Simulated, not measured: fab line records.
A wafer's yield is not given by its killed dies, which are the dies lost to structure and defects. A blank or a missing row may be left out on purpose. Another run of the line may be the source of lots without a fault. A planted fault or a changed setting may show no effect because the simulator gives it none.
Chamber matching | flow gf180mcu | 4 sister chambers for GF_POLY_GATE_ETCH_13 on rie si-02
The step etches poly-Si in HBr/Cl2, stops on SiO2, target depth 198.5 nm, time 69.6 s. 18 wafers are shown with their chamber, then 9 later ones without.

EACH WAFER AND ITS CHAMBER
wafer  | chamber | oes product au (a.u.) | throttle valve pct (%)
L893.2 | 0       | 0.995                 | 33.667
L893.5 | 0       | 0.984                 | 33.690
L893.6 | 1       | 0.988                 | 33.680
L894.3 | 3       | 0.991                 | 33.673
L894.4 | 0       | 1.005                 | 33.688
L894.6 | 0       | 1.002                 | 33.715
L898.1 | 0       | 0.999                 | 33.693
L898.2 | 1       | 0.988                 | 33.683
L898.3 | 2       | 0.968                 | 33.690
L900.2 | 0       | 0.999                 | 33.687
L900.3 | 2       | 0.974                 | 33.673
L900.4 | 0       | 0.990                 | 33.691
L907.3 | 2       | 0.976                 | 33.687
L907.5 | 1       | 0.989                 | 33.677
L907.6 | 0       | 0.992                 | 33.686
L909.1 | 3       | 0.974                 | 33.688
L909.3 | 2       | 0.981                 | 33.689
L909.4 | 1       | 0.998                 | 33.703

SIGNATURES (averages over the wafers above)
reading            | chamber 0 | chamber 1 | chamber 2 | chamber 3 | scatter within a chamber
oes product au     | 0.99575   | 0.99075   | 0.97475   | 0.98250   | 0.00673
throttle valve pct | 33.68962  | 33.68575  | 33.68475  | 33.68050  | 0.0117
Rule: for a wafer and a chamber, the distance is found by dividing, reading by reading, the gap between the wafer's reading and the chamber's mean by the reading's scatter, squaring, summing and taking the root. The wafer belongs to the nearest chamber; if the next one is less than 2 further off, it can't be placed. The scatter is the square root of a quotient: the sum, over the shown wafers, of each reading's squared deviation from its chamber's mean, divided by wafers minus chambers.

WAFERS MISSING THEIR CHAMBER
wafer  | oes product au (a.u.) | throttle valve pct (%)
L910.1 | 0.988                 | 33.692
L910.3 | 0.999                 | 33.691
L910.6 | 0.974                 | 33.677
L912.1 | 0.990                 | 33.671
L912.5 | 0.986                 | 33.686
L912.6 | 0.991                 | 33.703
L913.1 | 0.979                 | 33.662
L913.3 | 0.982                 | 33.674
L913.4 | 0.991                 | 33.696

EACH ONE'S CHAMBER
wafer  | from the rows above               | in truth
L910.1 | can't be placed: 1 or 0 or 3 or 2 | 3
L910.3 | can't be placed: 0 or 1           | 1
L910.6 | can't be placed: 2 or 3 or 1      | 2
L912.1 | can't be placed: 1 or 3 or 0 or 2 | 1
L912.5 | can't be placed: 3 or 1 or 0 or 2 | 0
L912.6 | can't be placed: 0 or 1 or 3 or 2 | 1
L913.1 | can't be placed: 3 or 2 or 1 or 0 | 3
L913.3 | can't be placed: 3 or 2 or 1 or 0 | 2
L913.4 | can't be placed: 1 or 0 or 3 or 2 | 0
Placed correctly: 0 of 9. These rows do not allow placing 9 (true chamber among the candidates in 9). Number placed wrongly: 0.
